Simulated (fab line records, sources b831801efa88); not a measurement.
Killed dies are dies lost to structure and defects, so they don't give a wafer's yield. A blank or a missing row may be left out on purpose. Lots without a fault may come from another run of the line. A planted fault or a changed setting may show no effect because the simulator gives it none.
fab line records | flow sky130
record lots=5 wafers=15 last_day=49
route steps=708 shown VT_ADJUST_NCORE@127 VT_ADJUST_HVTR@131 VT_ADJUST_PCH@143 SONOS_TUNNEL@154
lots that met no fault: from a run of the same line without faults
start_h: hours from the record's first day to the start of the lot's first wafer shown | wait_h: hours since the lot's step before | " the same as in the row above | L1.1+2: a row that stands for several wafers | - no value, or no start given | * or withheld: withheld | < > ~ a bound
route shown NAME@n: a module of which the file shows steps, and the number in the route of the first | usual: mean/standard deviation of fault-free wafers | same: alike in all rows | chamber/n: place in a boat | sites: the reading at each site | _std_site: their standard deviation | _edge_site: outer sites' mean less inner sites' | radius_mm: how far each site lies from the wafer's centre | mask NAME#n: copy n | behind: the tool/chamber that last shaped the wafer | hold: why the lot was held/for how many hours/how that ended | device: the transistor (n, p or np) that didn't switch | end of line: the same wafers' tests at the end of the route | a step without rows: its recipe alone | killed: dies lost to structure and defects at the first sort, not the wafer's yield | map: a wafer's dies, x killed, . not, _ none there
set.NAME: the setting as run; set.NAME@STEP: as run at that earlier step | model.NAME: the simulator's own value behind a step, which no gauge read
lots at some steps of the route; a table a step, a row a wafer
services: from which hour (start_h, from the record's first day; less than 0 if before it) a tool's chamber was out of use, for how many hours, and why
## steps
# step SKY_VT_ADJUST_NCORE_OVL_MEAS_08
# usual VT_ADJUST_NCORE_OVL=-0.8/1.4
# columns lot.wafer tool chamber start_h wait_h VT_ADJUST_NCORE_OVL[nm]
L076.1 overlay-01 - 197.34 0.1 0.2
L076.2 " - " " 0.4
L076.6 " - " " -0.9
L082.1 overlay-01 - 247.59 0.1 -1.5
L082.4 " - " " -0.1
L082.5 " - " " -0.3
L084.2 overlay-02 - 257.35 0.1 -3.2
L084.3 " - " " -2.5
L084.5 " - " " -0.1
L087.1 overlay-01 - 287.74 0.1 -2.7
L087.3 " - " " 0.8
L087.4 " - " " -2.0
L090.1 overlay-02 - 296.39 0.1 -1.7
L090.4 " - " " -1.8
L090.6 " - " " -0.1
# step SKY_VT_ADJUST_NCORE_IMPLANT_09
# recipe species=B energy_kev=10 dose_cm2=2.4e+12 tilt_deg=withheld
# columns lot.wafer tool chamber start_h wait_h
L076.1+2+6 implanter-02 0 197.37 0.0
L082.1+4+5 implanter-01 0 247.62 0.0
L084.2+3+5 implanter-03 0 257.40 0.0
L087.1+3+4 implanter-01 0 287.77 0.0
L090.1+4+6 implanter-01 0 296.43 0.0
# step SKY_VT_ADJUST_NCORE_STRIP_10
# recipe chemistry=O2/N2 power_w=1400 pressure_mtorr=1500 platen_temp_c=withheld o2_flow_sccm=3000 n2_flow_sccm=300 overash_fraction=0.5
# usual drypump_motor_current_A=5.8/0.34 o2_flow_sccm=3001/8.8 oes_product_au=0.716/0.0049 strip_time_to_endpoint_s=14.20/0.035
# columns lot.wafer tool chamber start_h wait_h drypump_motor_current_A o2_flow_sccm oes_product_au rf_hours_counter_h strip_time_to_endpoint_s
L076.1 plasma_asher-04 1 197.52 0.1 5.9 3008 0.715 37 14.22
L076.2 " 0 " " 5.2 3012 0.717 37 14.16
L076.6 " 1 " " 5.9 3004 0.724 - 14.21
L082.1 plasma_asher-01 0 247.77 0.1 6.4 2993 0.718 57 14.15
L082.4 " 0 " " 6.4 2999 0.705 - 14.16
L082.5 " 1 " " 5.9 2998 0.717 - 14.15
L084.2 plasma_asher-04 1 257.53 0.1 5.8 3004 0.715 42 14.22
L084.3 " 1 " " 5.8 2988 0.713 - 14.21
L084.5 " 1 " " 5.8 2998 0.721 - 14.25
L087.1 plasma_asher-02 1 287.92 0.1 5.6 3018 0.707 16 14.21
L087.3 " 0 " " 5.8 2989 0.709 - 14.24
L087.4 " 1 " " 5.6 2994 0.708 - 14.19
L090.1 plasma_asher-01 0 296.58 0.1 6.4 3003 0.721 62 14.17
L090.4 " 1 " " 5.9 3015 0.713 - 14.19
L090.6 " 1 " " 5.9 3005 0.713 - 14.23
# step SKY_VT_ADJUST_NCORE_TW_MEAS_11
# usual VT_ADJUST_NCORE_TW=219.9/0.9
# columns lot.wafer tool chamber start_h wait_h VT_ADJUST_NCORE_TW
L076.1 film_metro-03 - 197.62 0.1 219.1
L076.2 " - " " 219.3
L076.6 " - " " 219.6
L082.1 film_metro-01 - 247.91 0.1 218.6
L082.4 " - " " 219.0
L082.5 " - " " 218.9
L084.2 film_metro-01 - 257.64 0.1 218.5
L084.3 " - " " 219.3
L084.5 " - " " 217.9
L087.1 film_metro-01 - 288.02 0.1 219.5
L087.3 " - " " 220.4
L087.4 " - " " 219.6
L090.1 film_metro-03 - 296.68 0.1 220.1
L090.4 " - " " 219.4
L090.6 " - " " 220.0
# step SKY_VT_ADJUST_HVTR_DEHYDRATE_00
# recipe temp_c=200 time_s=60
# usual heater_power_total_W=160.38/0.13 resist_line_temp_C=23.00/0.12
# columns lot.wafer tool chamber start_h wait_h heater_power_total_W resist_line_temp_C
L076.1 litho_track-02 0 207.67 10.0 160.49 23.07
L076.2 " 0 " " 160.49 23.07
L076.6 " 0 " " 160.24 22.99
L082.1 litho_track-03 0 258.43 10.5 160.23 22.95
L082.4 " 0 " " 160.52 23.14
L082.5 " 0 " " 160.34 22.87
L084.2 litho_track-03 0 269.25 11.6 160.58 23.10
L084.3 " 0 " " 160.51 23.01
L084.5 " 0 " " 160.47 23.08
L087.1 litho_track-03 0 295.93 7.9 160.39 22.93
L087.3 " 0 " " 160.33 22.97
L087.4 " 0 " " 160.38 22.98
L090.1 litho_track-01 0 304.76 8.1 160.21 22.88
L090.4 " 0 " " 160.33 23.04
L090.6 " 0 " " 160.39 23.10
# step SKY_VT_ADJUST_HVTR_HMDS_01
# recipe prime_time_s=60 prime_temp_c=120
# usual prime_temp_c=119.99/0.13 resist_line_temp_C=23.00/0.098
# columns lot.wafer tool chamber start_h wait_h prime_temp_c resist_line_temp_C
L076.1 litho_track-02 0 207.82 0.1 119.90 23.09
L076.2 " 0 " " 119.91 22.87
L076.6 " 0 " " 120.00 22.98
L082.1 litho_track-03 0 258.58 0.1 119.85 23.00
L082.4 " 0 " " 119.94 22.92
L082.5 " 0 " " 119.68 23.02
L084.2 litho_track-03 0 269.40 0.1 120.02 22.98
L084.3 " 0 " " 119.94 22.97
L084.5 " 0 " " 119.88 22.94
L087.1 litho_track-03 0 296.08 0.1 120.04 22.81
L087.3 " 0 " " 120.08 22.76
L087.4 " 0 " " 119.78 22.90
L090.1 litho_track-01 0 304.91 0.1 120.07 23.12
L090.4 " 0 " " 119.93 22.94
L090.6 " 0 " " 119.88 23.18
# step SKY_VT_ADJUST_HVTR_COAT_02
# recipe resist=NOVOLAK spin_rpm=3000 resist_thk_nm=1140
# usual dispense_pressure_kPa=48/4.1 resist_line_temp_C=23.02/0.11
# columns lot.wafer tool chamber start_h wait_h dispense_pressure_kPa resist_line_temp_C
L076.1 litho_track-02 0 207.97 0.1 53 22.81
L076.2 " 0 " " 53 22.93
L076.6 " 0 " " 53 22.90
L082.1 litho_track-03 0 258.73 0.1 43 23.06
L082.4 " 0 " " 43 23.06
L082.5 " 0 " " 43 23.14
L084.2 litho_track-03 0 269.55 0.1 43 22.99
L084.3 " 0 " " 43 22.93
L084.5 " 0 " " 43 23.00
L087.1 litho_track-03 0 296.23 0.1 43 22.89
L087.3 " 0 " " 43 23.02
L087.4 " 0 " " 43 22.85
L090.1 litho_track-01 0 305.06 0.1 48 22.79
L090.4 " 0 " " 48 22.94
L090.6 " 0 " " 48 22.87
# step SKY_VT_ADJUST_HVTR_SOFTBAKE_03
# recipe temp_c=90 time_s=60 resist=NOVOLAK
# usual heater_power_total_W=56.59/0.046 resist_line_temp_C=23.03/0.11
# columns lot.wafer tool chamber start_h wait_h heater_power_total_W resist_line_temp_C
L076.1 litho_track-02 0 208.12 0.1 56.58 22.81
L076.2 " 0 " " 56.60 22.95
L076.6 " 0 " " 56.66 22.99
L082.1 litho_track-03 0 258.88 0.1 56.67 23.07
L082.4 " 0 " " 56.56 22.96
L082.5 " 0 " " 56.60 23.11
L084.2 litho_track-03 0 269.70 0.1 56.60 22.94
L084.3 " 0 " " 56.55 22.88
L084.5 " 0 " " 56.58 23.07
L087.1 litho_track-03 0 296.38 0.1 56.52 22.86
L087.3 " 0 " " 56.61 22.84
L087.4 " 0 " " 56.62 22.82
L090.1 litho_track-01 0 305.21 0.1 56.65 23.00
L090.4 " 0 " " 56.64 22.88
L090.6 " 0 " " 56.57 22.99
# step SKY_VT_ADJUST_HVTR_EXPOSE_04
# recipe mask_id=HVTRM target_cd_nm=380 na=0.6 source_shape=conventional sigma_outer=0.6 dose_mj=150
# usual focus_offset_nm=-0.1/0.53
# columns lot.wafer tool chamber start_h wait_h mask focus_offset_nm
L076.1 iline_stepper-01 0 - - HVTRM#0 -0.5
L076.2 " 0 " " HVTRM#0 0.4
L076.6 " 0 " " HVTRM#0 -0.4
L082.1 iline_stepper-01 0 - - HVTRM#0 -0.1
L082.4 " 0 " " HVTRM#0 -0.3
L082.5 " 0 " " HVTRM#0 -0.3
L084.2 iline_stepper-01 0 - - HVTRM#0 -0.1
L084.3 " 0 " " HVTRM#0 0.5
L084.5 " 0 " " HVTRM#0 0.4
L087.1 iline_stepper-01 0 - - HVTRM#0 0.2
L087.3 " 0 " " HVTRM#0 0.4
L087.4 " 0 " " HVTRM#0 0.3
L090.1 iline_stepper-02 0 - - HVTRM#0 -1.2
L090.4 " 0 " " HVTRM#0 -1.2
L090.6 " 0 " " HVTRM#0 -0.9
# step SKY_VT_ADJUST_HVTR_PEB_05
# recipe temp_c=withheld time_s=* resist=NOVOLAK
# usual resist_line_temp_C=*
# columns lot.wafer tool chamber start_h wait_h resist_line_temp_C
L076.1 litho_track-01 0 - - *
L076.2 " 0 " " *
L076.6 " 0 " " *
L082.1 litho_track-01 0 - - *
L082.4 " 0 " " *
L082.5 " 0 " " *
L084.2 litho_track-02 0 - - *
L084.3 " 0 " " *
L084.5 " 0 " " *
L087.1 litho_track-02 0 - - *
L087.3 " 0 " " *
L087.4 " 0 " " *
L090.1 litho_track-01 0 - - *
L090.4 " 0 " " *
L090.6 " 0 " " *
# step SKY_VT_ADJUST_HVTR_DEVELOP_06
# recipe develop_time_s=60 dev_temp_c=23
# usual resist_line_temp_C=23.00/0.1
# columns lot.wafer tool chamber start_h wait_h resist_line_temp_C
L076.1 litho_track-01 0 219.16 0.1 23.08
L076.2 " 0 " " 23.09
L076.6 " 0 " " 23.13
L082.1 litho_track-01 0 271.16 0.1 23.08
L082.4 " 0 " " 23.10
L082.5 " 0 " " 22.99
L084.2 litho_track-02 0 280.45 0.1 23.01
L084.3 " 0 " " 23.08
L084.5 " 0 " " 23.01
L087.1 litho_track-02 0 305.07 0.1 22.89
L087.3 " 0 " " 22.88
L087.4 " 0 " " 22.72
L090.1 litho_track-01 0 316.31 0.1 23.23
L090.4 " 0 " " 22.82
L090.6 " 0 " " 23.11
# step SKY_VT_ADJUST_HVTR_CD_MEAS_07
# recipe target_cd_nm=380
# usual cd_nm=379.4/2
# columns lot.wafer tool chamber start_h wait_h cd_nm
L076.1 cd_sem-02 - 219.31 0.1 379.5
L076.2 " - " " 377.9
L076.6 " - " " 380.0
L082.1 cd_sem-01 - 271.31 0.1 383.8
L082.4 " - " " 384.0
L082.5 " - " " 382.7
L084.2 cd_sem-01 - 280.59 0.1 378.5
L084.3 " - " " 376.6
L084.5 " - " " 377.7
L087.1 cd_sem-02 - 305.22 0.1 379.4
L087.3 " - " " 380.4
L087.4 " - " " 383.0
L090.1 cd_sem-01 - 316.46 0.1 379.5
L090.4 " - " " 381.4
L090.6 " - " " 379.0
# step SKY_VT_ADJUST_HVTR_OVL_MEAS_08
# usual VT_ADJUST_HVTR_OVL=-0.1/1.3
# columns lot.wafer tool chamber start_h wait_h VT_ADJUST_HVTR_OVL[nm]
L076.1 overlay-02 - 219.43 0.1 0.6
L076.2 " - " " -1.0
L076.6 " - " " 0.3
L082.1 overlay-01 - 271.43 0.1 -0.6
L082.4 " - " " -2.2
L082.5 " - " " 0.3
L084.2 overlay-01 - 280.70 0.1 -0.2
L084.3 " - " " -0.2
L084.5 " - " " 1.6
L087.1 overlay-02 - 305.34 0.1 2.1
L087.3 " - " " 0.9
L087.4 " - " " 0.6
L090.1 overlay-02 - 316.58 0.1 0.3
L090.4 " - " " 0.4
L090.6 " - " " 1.5
# step SKY_VT_ADJUST_HVTR_IMPLANT_09
# recipe species=B energy_kev=10 dose_cm2=2.1e+12 tilt_deg=withheld
# columns lot.wafer tool chamber start_h wait_h
L076.1+2+6 implanter-02 0 219.47 0.0
L082.1+4+5 implanter-03 0 271.47 0.0
L084.2+3+5 implanter-03 0 280.75 0.0
L087.1+3+4 implanter-04 0 305.38 0.0
L090.1+4+6 implanter-02 0 316.62 0.0
# step SKY_VT_ADJUST_HVTR_STRIP_10
# recipe chemistry=O2/N2 power_w=1400 pressure_mtorr=1500 platen_temp_c=withheld o2_flow_sccm=3000 n2_flow_sccm=300 overash_fraction=0.5
# usual drypump_motor_current_A=5.8/0.34 o2_flow_sccm=2999/9.2 oes_product_au=0.715/0.0048 strip_time_to_endpoint_s=14.21/0.043
# columns lot.wafer tool chamber start_h wait_h drypump_motor_current_A o2_flow_sccm oes_product_au rf_hours_counter_h strip_time_to_endpoint_s
L076.1 plasma_asher-02 0 219.62 0.1 5.8 2997 0.720 10 14.25
L076.2 " 1 " " 5.6 2990 0.713 10 14.21
L076.6 " 1 " " 5.6 2987 0.717 - 14.27
L082.1 plasma_asher-03 0 271.62 0.1 6.4 2998 0.712 58 14.20
L082.4 " 0 " " 6.4 2993 0.727 - 14.26
L082.5 " 1 " " 6.0 3015 0.710 - 14.27
L084.2 plasma_asher-03 1 280.88 0.1 6.0 2988 0.709 59 14.22
L084.3 " 1 " " 6.1 2990 0.710 - 14.17
L084.5 " 0 " " 6.4 2994 0.717 - 14.22
L087.1 plasma_asher-02 1 305.53 0.1 5.6 3003 0.712 18 14.22
L087.3 " 0 " " 5.8 2993 0.715 - 14.25
L087.4 " 1 " " 5.6 2984 0.718 - 14.23
L090.1 plasma_asher-02 0 316.77 0.1 5.8 2993 0.730 20 14.26
L090.4 " 1 " " 5.6 2983 0.714 - 14.21
L090.6 " 0 " " 5.8 2984 0.717 - 14.21
# step SKY_VT_ADJUST_HVTR_TW_MEAS_11
# usual VT_ADJUST_HVTR_TW=211.9/1.1
# columns lot.wafer tool chamber start_h wait_h VT_ADJUST_HVTR_TW
L076.1 film_metro-02 - 219.72 0.1 211.9
L076.2 " - " " 211.5
L076.6 " - " " 211.4
L082.1 film_metro-02 - 271.72 0.1 213.7
L082.4 " - " " 212.8
L082.5 " - " " 211.1
L084.2 film_metro-02 - 280.99 0.1 212.5
L084.3 " - " " 211.7
L084.5 " - " " 211.4
L087.1 film_metro-04 - 305.63 0.1 212.6
L087.3 " - " " 212.9
L087.4 " - " " 210.8
L090.1 film_metro-04 - 316.87 0.1 211.8
L090.4 " - " " 211.9
L090.6 " - " " 212.8
# step SKY_VT_ADJUST_PCH_DEHYDRATE_00
# recipe temp_c=200 time_s=60
# usual heater_power_total_W=160.37/0.11 resist_line_temp_C=23.03/0.11
# columns lot.wafer tool chamber start_h wait_h heater_power_total_W resist_line_temp_C
L076.1 litho_track-04 0 230.57 10.8 160.15 23.19
L076.2 " 0 " " 160.33 23.06
L076.6 " 0 " " 160.41 23.08
L082.1 litho_track-04 0 281.77 10.0 160.33 22.90
L082.4 " 0 " " 160.41 22.93
L082.5 " 0 " " 160.56 22.95
L084.2 litho_track-03 0 289.30 8.3 160.16 22.98
L084.3 " 0 " " 160.39 23.08
L084.5 " 0 " " 160.22 22.93
L087.1 litho_track-03 0 316.23 10.6 160.47 23.04
L087.3 " 0 " " 160.40 22.99
L087.4 " 0 " " 160.40 22.98
L090.1 litho_track-04 0 329.17 12.3 160.30 23.14
L090.4 " 0 " " 160.38 23.11
L090.6 " 0 " " 160.43 23.07
# step SKY_VT_ADJUST_PCH_HMDS_01
# recipe prime_time_s=60 prime_temp_c=120
# usual prime_temp_c=119.97/0.13 resist_line_temp_C=22.97/0.12
# columns lot.wafer tool chamber start_h wait_h prime_temp_c resist_line_temp_C
L076.1 litho_track-04 0 230.72 0.1 120.02 22.68
L076.2 " 0 " " 119.91 22.86
L076.6 " 0 " " 120.05 22.88
L082.1 litho_track-04 0 281.92 0.1 119.86 23.00
L082.4 " 0 " " 120.05 22.81
L082.5 " 0 " " 119.93 22.87
L084.2 litho_track-03 0 289.45 0.1 119.99 22.88
L084.3 " 0 " " 119.81 22.80
L084.5 " 0 " " 119.90 22.92
L087.1 litho_track-03 0 316.38 0.1 120.05 22.77
L087.3 " 0 " " 119.86 22.91
L087.4 " 0 " " 119.91 22.86
L090.1 litho_track-04 0 329.32 0.1 120.02 23.06
L090.4 " 0 " " 120.07 22.98
L090.6 " 0 " " 120.07 23.08
# step SKY_VT_ADJUST_PCH_COAT_02
# recipe spin_rpm=2000 resist_thk_nm=3000
# usual dispense_pressure_kPa=51/5.5 resist_line_temp_C=23.01/0.11
# columns lot.wafer tool chamber start_h wait_h dispense_pressure_kPa resist_line_temp_C
L076.1 litho_track-04 0 230.87 0.1 56 23.00
L076.2 " 0 " " 56 23.19
L076.6 " 0 " " 56 23.09
L082.1 litho_track-04 0 282.07 0.1 56 23.05
L082.4 " 0 " " 56 22.84
L082.5 " 0 " " 56 22.79
L084.2 litho_track-03 0 289.60 0.1 43 23.04
L084.3 " 0 " " 43 23.07
L084.5 " 0 " " 43 23.12
L087.1 litho_track-03 0 316.53 0.1 43 23.06
L087.3 " 0 " " 43 22.92
L087.4 " 0 " " 43 23.05
L090.1 litho_track-04 0 329.47 0.1 56 23.00
L090.4 " 0 " " 56 23.03
L090.6 " 0 " " 56 22.96
# step SKY_VT_ADJUST_PCH_SOFTBAKE_03
# recipe temp_c=110 time_s=withheld
# usual heater_power_total_W=65.33/0.14 resist_line_temp_C=22.99/0.099
# columns lot.wafer tool chamber start_h wait_h heater_power_total_W resist_line_temp_C
L076.1 litho_track-04 0 231.02 0.1 65.43 22.93
L076.2 " 0 " " 65.25 23.06
L076.6 " 0 " " 65.53 23.03
L082.1 litho_track-04 0 282.22 0.1 65.25 23.13
L082.4 " 0 " " 65.35 23.12
L082.5 " 0 " " 65.53 23.14
L084.2 litho_track-03 0 289.76 0.1 65.13 23.11
L084.3 " 0 " " 65.30 22.80
L084.5 " 0 " " 65.26 22.91
L087.1 litho_track-03 0 316.68 0.1 65.16 22.82
L087.3 " 0 " " 65.44 22.85
L087.4 " 0 " " 65.34 22.91
L090.1 litho_track-04 0 329.62 0.1 65.39 22.97
L090.4 " 0 " " 65.12 22.89
L090.6 " 0 " " 65.24 23.05
# step SKY_VT_ADJUST_PCH_EXPOSE_04
# recipe mask_id=NWM na=0.6 source_shape=conventional sigma_outer=0.6 polarization=unpolarized target_cd_nm=840 dose_mj=255
# usual focus_offset_nm=-0.1/0.59
# columns lot.wafer tool chamber start_h wait_h mask focus_offset_nm
L076.1 iline_stepper-02 0 - - NWM#0 -1.0
L076.2 " 0 " " NWM#0 -1.4
L076.6 " 0 " " NWM#0 -0.6
L082.1 iline_stepper-02 0 - - NWM#0 -0.7
L082.4 " 0 " " NWM#0 -0.1
L082.5 " 0 " " NWM#0 -1.0
L084.2 iline_stepper-01 0 - - NWM#0 -0.9
L084.3 " 0 " " NWM#0 -0.8
L084.5 " 0 " " NWM#0 -0.3
L087.1 iline_stepper-02 0 - - NWM#0 0.6
L087.3 " 0 " " NWM#0 -0.2
L087.4 " 0 " " NWM#0 1.3
L090.1 iline_stepper-01 0 - - NWM#0 0.0
L090.4 " 0 " " NWM#0 0.5
L090.6 " 0 " " NWM#0 -0.3
# step SKY_VT_ADJUST_PCH_PEB_05
# recipe temp_c=115 time_s=withheld
# usual heater_power_total_W=69.35/0.13 resist_line_temp_C=23.01/0.088
# columns lot.wafer tool chamber start_h wait_h heater_power_total_W resist_line_temp_C
L076.1 litho_track-03 0 - - 69.13 22.96
L076.2 " 0 " " 69.24 22.85
L076.6 " 0 " " 69.23 22.83
L082.1 litho_track-04 0 - - 69.40 23.14
L082.4 " 0 " " 69.24 23.05
L082.5 " 0 " " 69.36 23.07
L084.2 litho_track-03 0 - - 69.42 23.03
L084.3 " 0 " " 69.44 22.88
L084.5 " 0 " " 69.18 23.07
L087.1 litho_track-04 0 - - 69.19 22.89
L087.3 " 0 " " 69.36 23.02
L087.4 " 0 " " 69.35 22.95
L090.1 litho_track-04 0 - - 69.49 22.92
L090.4 " 0 " " 69.32 22.99
L090.6 " 0 " " 69.55 23.04
# step SKY_VT_ADJUST_PCH_DEVELOP_06
# recipe wall_angle_deg=90 developer=TMAH develop_time_s=60 dev_temp_c=23
# usual resist_line_temp_C=23.00/0.098
# columns lot.wafer tool chamber start_h wait_h resist_line_temp_C
L076.1 litho_track-03 0 - - 22.91
L076.2 " 0 " " 22.93
L076.6 " 0 " " 22.97
L082.1 litho_track-04 0 - - 22.99
L082.4 " 0 " " 23.00
L082.5 " 0 " " 23.00
L084.2 litho_track-03 0 - - 23.06
L084.3 " 0 " " 23.10
L084.5 " 0 " " 23.08
L087.1 litho_track-04 0 - - 22.87
L087.3 " 0 " " 22.90
L087.4 " 0 " " 22.82
L090.1 litho_track-04 0 - - 22.92
L090.4 " 0 " " 23.03
L090.6 " 0 " " 23.00
# step SKY_VT_ADJUST_PCH_OVL_MEAS_07
# usual VT_ADJUST_PCH_OVL=1.3/1.6
# columns lot.wafer tool chamber start_h wait_h VT_ADJUST_PCH_OVL[nm]
L076.1 overlay-02 - 242.98 - -1.3
L076.2 " - " " 1.0
L076.6 " - " " -0.8
L082.1 overlay-02 - 291.47 - 0.0
L082.4 " - " " -0.7
L082.5 " - " " 0.4
L084.2 overlay-02 - 299.39 - 1.8
L084.3 " - " " 1.6
L084.5 " - " " 0.5
L087.1 overlay-01 - 330.17 - 1.7
L087.3 " - " " 2.4
L087.4 " - " " 2.9
L090.1 overlay-02 - 342.62 - 0.8
L090.4 " - " " 1.1
L090.6 " - " " 1.1
# step SKY_VT_ADJUST_PCH_IMPLANT_08
# recipe species=B energy_kev=10 dose_cm2=5e+11 tilt_deg=withheld
# columns lot.wafer tool chamber start_h wait_h
L076.1+2+6 implanter-01 0 243.02 0.0
L082.1+4+5 implanter-04 0 291.50 0.0
L084.2+3+5 implanter-04 0 299.44 0.0
L087.1+3+4 implanter-04 0 330.20 0.0
L090.1+4+6 implanter-02 0 342.65 0.0
# step SKY_VT_ADJUST_PCH_STRIP_09
# recipe chemistry=O2/N2 power_w=1400 pressure_mtorr=1500 platen_temp_c=withheld o2_flow_sccm=3000 n2_flow_sccm=300 overash_fraction=0.5
# usual drypump_motor_current_A=6.0/0.4 o2_flow_sccm=3000/9.2 oes_product_au=0.723/0.0046 strip_time_to_endpoint_s=36.97/0.12
# columns lot.wafer tool chamber start_h wait_h drypump_motor_current_A o2_flow_sccm oes_product_au rf_hours_counter_h strip_time_to_endpoint_s
L076.1 plasma_asher-01 0 243.17 0.1 6.4 2991 0.723 57 36.93
L076.2 " 1 " " 5.9 3008 0.720 57 36.92
L076.6 " 1 " " 5.9 3016 0.716 - 36.95
L082.1 plasma_asher-01 1 291.65 0.1 5.9 2995 0.725 61 37.12
L082.4 " 0 " " 6.4 3004 0.715 - 37.07
L082.5 " 0 " " 6.4 3011 0.722 - 37.11
L084.2 plasma_asher-04 1 299.57 0.1 5.9 3011 0.726 46 37.13
L084.3 " 0 " " 5.3 3006 0.724 - 37.16
L084.5 " 0 " " 5.2 2995 0.729 - 37.15
L087.1 plasma_asher-01 0 330.35 0.1 6.4 3009 0.722 65 37.04
L087.3 " 0 " " 6.4 3019 0.732 - 37.12
L087.4 " 1 " " 5.9 2979 0.721 - 37.17
L090.1 plasma_asher-03 1 342.80 0.1 6.1 2987 0.729 65 36.70
L090.4 " 0 " " 6.4 3011 0.715 - 36.76
L090.6 " 1 " " 6.0 2976 0.723 - 36.68
# step SKY_VT_ADJUST_PCH_TW_MEAS_10
# usual VT_ADJUST_PCH_TW=143.2/0.54
# columns lot.wafer tool chamber start_h wait_h VT_ADJUST_PCH_TW
L076.1 film_metro-02 - 243.27 0.1 142.0
L076.2 " - " " 142.2
L076.6 " - " " 142.9
L082.1 film_metro-02 - 291.75 0.1 143.4
L082.4 " - " " 143.3
L082.5 " - " " 143.5
L084.2 film_metro-04 - 299.68 0.1 143.1
L084.3 " - " " 143.5
L084.5 " - " " 143.2
L087.1 film_metro-01 - 330.45 0.1 143.6
L087.3 " - " " 142.9
L087.4 " - " " 143.4
L090.1 film_metro-02 - 342.90 0.1 144.6
L090.4 " - " " 144.0
L090.6 " - " " 143.0
# step SKY_SONOS_TUNNEL_DEHYDRATE_00
# recipe temp_c=200 time_s=60
# usual heater_power_total_W=160.39/0.13 resist_line_temp_C=22.98/0.11
# columns lot.wafer tool chamber start_h wait_h heater_power_total_W resist_line_temp_C
L076.1 litho_track-01 0 254.11 10.8 160.16 22.90
L076.2 " 0 " " 160.23 23.00
L076.6 " 0 " " 160.47 23.02
L082.1 litho_track-03 0 299.98 8.2 160.65 22.80
L082.4 " 0 " " 160.40 22.92
L082.5 " 0 " " 160.34 22.93
L084.2 litho_track-01 0 307.39 7.7 160.34 23.00
L084.3 " 0 " " 160.54 22.81
L084.5 " 0 " " 160.52 23.02
L087.1 litho_track-01 0 342.11 11.6 160.20 23.12
L087.3 " 0 " " 160.42 22.95
L087.4 " 0 " " 160.34 22.83
L090.1 litho_track-01 0 356.86 13.9 160.22 22.88
L090.4 " 0 " " 160.39 23.00
L090.6 " 0 " " 160.24 22.98
# step SKY_SONOS_TUNNEL_HMDS_01
# recipe prime_time_s=60 prime_temp_c=120
# usual prime_temp_c=120.00/0.13 resist_line_temp_C=23.01/0.094
# columns lot.wafer tool chamber start_h wait_h prime_temp_c resist_line_temp_C
L076.1 litho_track-01 0 254.26 0.1 120.06 23.04
L076.2 " 0 " " 119.88 22.99
L076.6 " 0 " " 119.85 23.19
L082.1 litho_track-03 0 300.13 0.1 120.02 22.86
L082.4 " 0 " " 120.17 23.02
L082.5 " 0 " " 120.08 23.08
L084.2 litho_track-01 0 307.54 0.1 119.90 23.04
L084.3 " 0 " " 119.77 22.87
L084.5 " 0 " " 119.96 23.05
L087.1 litho_track-01 0 342.26 0.1 120.23 22.88
L087.3 " 0 " " 119.97 22.97
L087.4 " 0 " " 119.98 23.10
L090.1 litho_track-01 0 357.01 0.1 119.81 23.09
L090.4 " 0 " " 119.94 23.01
L090.6 " 0 " " 120.08 23.13
# step SKY_SONOS_TUNNEL_COAT_02
# recipe resist=NOVOLAK spin_rpm=3000 resist_thk_nm=1140
# usual dispense_pressure_kPa=48/4.7 resist_line_temp_C=23.01/0.11
# columns lot.wafer tool chamber start_h wait_h dispense_pressure_kPa resist_line_temp_C
L076.1 litho_track-01 0 254.41 0.1 48 22.93
L076.2 " 0 " " 48 22.90
L076.6 " 0 " " 48 22.88
L082.1 litho_track-03 0 300.28 0.1 43 23.18
L082.4 " 0 " " 43 23.18
L082.5 " 0 " " 43 23.17
L084.2 litho_track-01 0 307.69 0.1 48 23.06
L084.3 " 0 " " 48 23.06
L084.5 " 0 " " 48 22.98
L087.1 litho_track-01 0 342.41 0.1 48 22.74
L087.3 " 0 " " 48 22.98
L087.4 " 0 " " 48 22.84
L090.1 litho_track-01 0 357.16 0.1 48 22.93
L090.4 " 0 " " 48 23.08
L090.6 " 0 " " 48 22.89
# step SKY_SONOS_TUNNEL_SOFTBAKE_03
# recipe temp_c=90 time_s=60 resist=NOVOLAK
# usual heater_power_total_W=56.60/0.044 resist_line_temp_C=23.01/0.1
# columns lot.wafer tool chamber start_h wait_h heater_power_total_W resist_line_temp_C
L076.1 litho_track-01 0 254.56 0.1 56.57 23.13
L076.2 " 0 " " 56.62 23.23
L076.6 " 0 " " 56.61 23.20
L082.1 litho_track-03 0 300.43 0.1 56.61 23.14
L082.4 " 0 " " 56.60 23.05
L082.5 " 0 " " 56.63 22.93
L084.2 litho_track-01 0 307.84 0.1 56.61 23.15
L084.3 " 0 " " 56.53 23.03
L084.5 " 0 " " 56.58 23.06
L087.1 litho_track-01 0 342.56 0.1 56.65 23.03
L087.3 " 0 " " 56.56 22.98
L087.4 " 0 " " 56.59 23.09
L090.1 litho_track-01 0 357.31 0.1 56.54 23.02
L090.4 " 0 " " 56.66 23.05
L090.6 " 0 " " 56.59 23.05
# step SKY_SONOS_TUNNEL_EXPOSE_04
# recipe mask_id=TUNM na=0.6 source_shape=conventional sigma_outer=0.6 polarization=unpolarized target_cd_nm=410 dose_mj=136
# usual focus_offset_nm=-0.1/0.5
# columns lot.wafer tool chamber start_h wait_h mask focus_offset_nm
L076.1 iline_stepper-02 0 - - TUNM#0 -0.1
L076.2 " 0 " " TUNM#0 -0.3
L076.6 " 0 " " TUNM#0 -1.1
L082.1 iline_stepper-02 0 - - TUNM#0 0.6
L082.4 " 0 " " TUNM#0 0.4
L082.5 " 0 " " TUNM#0 -0.2
L084.2 iline_stepper-02 0 - - TUNM#0 -0.3
L084.3 " 0 " " TUNM#0 0.0
L084.5 " 0 " " TUNM#0 0.4
L087.1 iline_stepper-02 0 - - TUNM#0 -0.4
L087.3 " 0 " " TUNM#0 -0.2
L087.4 " 0 " " TUNM#0 -0.3
L090.1 iline_stepper-01 0 - - TUNM#0 -0.6
L090.4 " 0 " " TUNM#0 -0.4
L090.6 " 0 " " TUNM#0 -0.2
## services
# columns tool chamber start_h hours kind
iline_stepper-01 - 177.75 1.1 repair
plasma_asher-02 - 179.24 2.8 pm
implanter-04 - 214.64 4.1 repair
plasma_asher-04 - 236.46 13.9 repair
iline_stepper-02 - 241.20 1.9 repair
implanter-04 - 250.16 0.9 repair
iline_stepper-02 0 252.74 - calibration
implanter-03 - 258.56 3.3 repair
iline_stepper-01 - 304.25 1.7 pm
implanter-04 - 338.51 2.3 repair
plasma_asher-02 - 342.33 14.6 pm
plasma_asher-03 - 348.15 7.2 repair
## key
fault none
